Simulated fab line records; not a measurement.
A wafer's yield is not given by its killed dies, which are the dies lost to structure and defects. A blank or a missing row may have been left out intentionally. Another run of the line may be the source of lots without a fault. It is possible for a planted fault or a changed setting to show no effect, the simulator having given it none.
Code-filled problem report in 8D (eight disciplines) form + flow sky130 + the parts of the form that need people (team, actions taken, sign-off) are left out

== 1. THE PROBLEM ==
A mean of 0.044 s is read at SKY_VIA4_CMP_21 for overpolish run s, taken on 1 wafer of 1 lot, against 25.001 s (standard deviation 0.0096) on wafers free of any fault. So: -99 or more standard deviations from the usual mean.
The step: polishes, stops on SiO2, t overpolish 25 s, target thk 0 nm.
First seen on wafer L239.6, day 46 16:07, on cmp-02. The record holds 33 wafers of 11 lots with a number at this step. By rule, "out" or "out of limits" means more than 4 standard deviations away from the usual mean. The other wafers with a number count as sound.

== 2. WHAT IT IS; WHAT IT IS NOT ==
| question                    | is                                   | is not                                                              |
|-----------------------------|--------------------------------------|---------------------------------------------------------------------|
| which readings at this step | overpolish run s, time to endpoint s | motor current A, slurry filter dp kPa                               |
| which lots                  | L239                                 | L226, L229, L230, L231, L232, L234, L235, L236, L238, L246          |
| which wafers of those lots  | L239.6                               | L239.2, L239.3                                                      |
| read on which tools         | cmp-02                               | cmp-01                                                              |
| when                        | from day 46 16:07                    | up to then (29 sound wafers); but 3 sound wafers of L246 came after |

== 3. THE SUSPECTS, EACH WITH WHAT RULES IT OUT ==
Counting: any tool at a process step up to the reading remains a suspect provided it ran every lot that is out. Sound lots after the first of them don't rule it out here, since some wafers of a struck lot are sound.
- pvd sputter-01 at SKY_CAP2M_SPUTTER_02 (material TiN, target thk 200 nm, time 166.7 s): kept. The lot that is out, L239, ran on it at day 43 21:16; the last sound lot it ran before that was L238, at day 43 20:28.
- plasma asher-03 at SKY_VIA4_STRIP_13 (strips in O2/N2): kept. The lot that is out, L239, ran on it at day 46 14:56; the last sound lot it ran before that was L229, at day 44 13:11.
- cmp-02 at SKY_VIA4_CMP_21 (polishes, stops on SiO2, t overpolish 25 s, target thk 0 nm): kept. The lot that is out, L239, ran on it at day 46 16:07; the last sound lot it ran before that was L238, at day 46 15:24. Out on those wafers are its own readings of overpolish run s, time to endpoint s.
- Within plasma asher-03 at SKY_VIA4_STRIP_13: the wafers that are out ran in chamber 0; their sound lot-mates ran in chamber 1.
- At SKY_VIA4_CMP_21, inside cmp-02: chamber 0 took the wafers that are out, while their sound lot-mates went through chambers 1, 3.
The count leaves pvd sputter-01 at SKY_CAP2M_SPUTTER_02, plasma asher-03 at SKY_VIA4_STRIP_13, and cmp-02 at SKY_VIA4_CMP_21.

== 4. THE CAUSE (what the simulator had put in) ==
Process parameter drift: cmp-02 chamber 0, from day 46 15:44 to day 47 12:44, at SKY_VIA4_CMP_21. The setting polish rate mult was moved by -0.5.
Counting left 3 suspects, and this tool is among them.

== 5. THE CHAIN OF EFFECTS, in route order ==
Each row: a reading where the mean over the struck wafers with a number is more than 3 standard deviations away from the usual. Only readings for which the record gives a usual standard deviation are gone through. hours: the time from each lot's start at the first step in this table that gives one to its start at this step, as a median over the lots. sigmas: the change in usual standard deviations.
| hours | step                  | reading              | usual    | on struck wafers | change  | sigmas      |
|-------|-----------------------|----------------------|----------|------------------|---------|-------------|
| 0     | SKY_VIA4_CMP_21       | overpolish run s     | 25.001 s | 0.044            | -24.957 | -99 or more |
| 0     | SKY_VIA4_CMP_21       | time to endpoint s   | 123 s    | 191              | +68     | +17         |
| 63    | SKY_PAD_OPEN_PROBE_99 | defect limited yield | 82.2 %   | 0.0              | -82.2   | -43         |
| 63    | SKY_PAD_OPEN_PROBE_99 | killed_at_M4_up      | 3.3      | 413.0            | +409.7  | +99 or more |
| 63    | SKY_PAD_OPEN_PROBE_99 | killed dies          | 88       | 492              | +404    | +44         |
| 63    | SKY_PAD_OPEN_PROBE_99 | killed on rim        | 17       | 96               | +79     | +23         |
| 63    | SKY_PAD_OPEN_PROBE_99 | sort_bin_3_pad_short | 0.9 %    | 83.9             | +83.0   | +99 or more |
| 63    | SKY_PAD_OPEN_PROBE_99 | sort n pass          | 404      | 0                | -404    | -44         |
| 63    | SKY_PAD_OPEN_PROBE_99 | sort yield pct       | 82.2 %   | 0.0              | -82.2   | -43         |
Process steps it contains:
- SKY_VIA4_CMP_21: polishes, stops on SiO2, t overpolish 25 s, target thk 0 nm.
- SKY_PAD_OPEN_PROBE_99

== 6. WHAT WOULD HAVE CAUGHT IT SOONER ==
0 hours passed between the start of the fault at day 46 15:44 and the first reading out of limits in this record, taken at day 46 16:07.
